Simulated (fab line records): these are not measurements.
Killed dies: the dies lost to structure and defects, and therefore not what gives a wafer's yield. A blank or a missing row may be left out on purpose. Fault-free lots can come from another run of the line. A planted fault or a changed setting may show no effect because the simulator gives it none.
Which tool did it? :: flow sky130 :: 12 lots, 36 wafers sampled, at 1 step of a route of 708

== WHAT THE GAUGES SHOWED, per wafer ==
SKY_VT_ADJUST_NCORE_TW_MEAS_11.
lot: L075
measured: day 8 15:11
on: film-metro-03
VT_ADJUST_NCORE_TW: 217.4 217.2 216.4

lot: L077
measured: day 9 09:34
on: film-metro-04
VT_ADJUST_NCORE_TW: 220.6 219.9 220.8

lot: L079
measured: day 10 11:35
on: film-metro-04
VT_ADJUST_NCORE_TW: 221.5 219.5 220.4

lot: L081
measured: day 10 21:11
on: film-metro-02
VT_ADJUST_NCORE_TW: 214.6 216.8 216.2

lot: L083
measured: day 11 03:09
on: film-metro-02
VT_ADJUST_NCORE_TW: 217.8 216.7 217.3

lot: L085
measured: day 11 23:29
on: film-metro-04
VT_ADJUST_NCORE_TW: 219.3 219.8 220.3

lot: L087
measured: day 12 14:19
on: film-metro-04
VT_ADJUST_NCORE_TW: 220.7 220.3 219.6

lot: L088
measured: day 13 04:48
on: film-metro-02
VT_ADJUST_NCORE_TW: 215.9 216.4 217.0

lot: L091
measured: day 13 17:45
on: film-metro-04
VT_ADJUST_NCORE_TW: 218.7 219.0 218.5

lot: L093
measured: day 14 08:25
on: film-metro-04
VT_ADJUST_NCORE_TW: 220.6 221.3 220.7

lot: L095
measured: day 14 17:49
on: film-metro-02
VT_ADJUST_NCORE_TW: 213.9 213.5 213.1

lot: L097
measured: day 15 12:53
on: film-metro-03
VT_ADJUST_NCORE_TW: 217.6 218.3 217.7

== EACH LOT AND THE TOOL THAT RAN IT (in order: tool; ch and the chambers of the sampled wafers; start) ==
There is no process step in the record ahead of these readings.

== THE ANSWER, worked out from the rows above alone ==
Rule: usual is defined by the lots themselves. Put in order of their means at a reading, lots are off if they are a third of the lots or fewer, leave a main group of 4 or more, and stand apart from it by a gap of 3 or more times the standard deviation of the main group's means; of several such gaps the widest counts. If all means in a main group match to the digits the tables above print for the reading, that group is not used. A lot without any number at a reading at which 4 lots or more have one is off too. Where the step has rows for the other lots, those lots are counted as sound.
No lot is off at any reading shown: from this, nothing can be told.

== WHAT WAS PUT IN BY THE SIMULATOR ==
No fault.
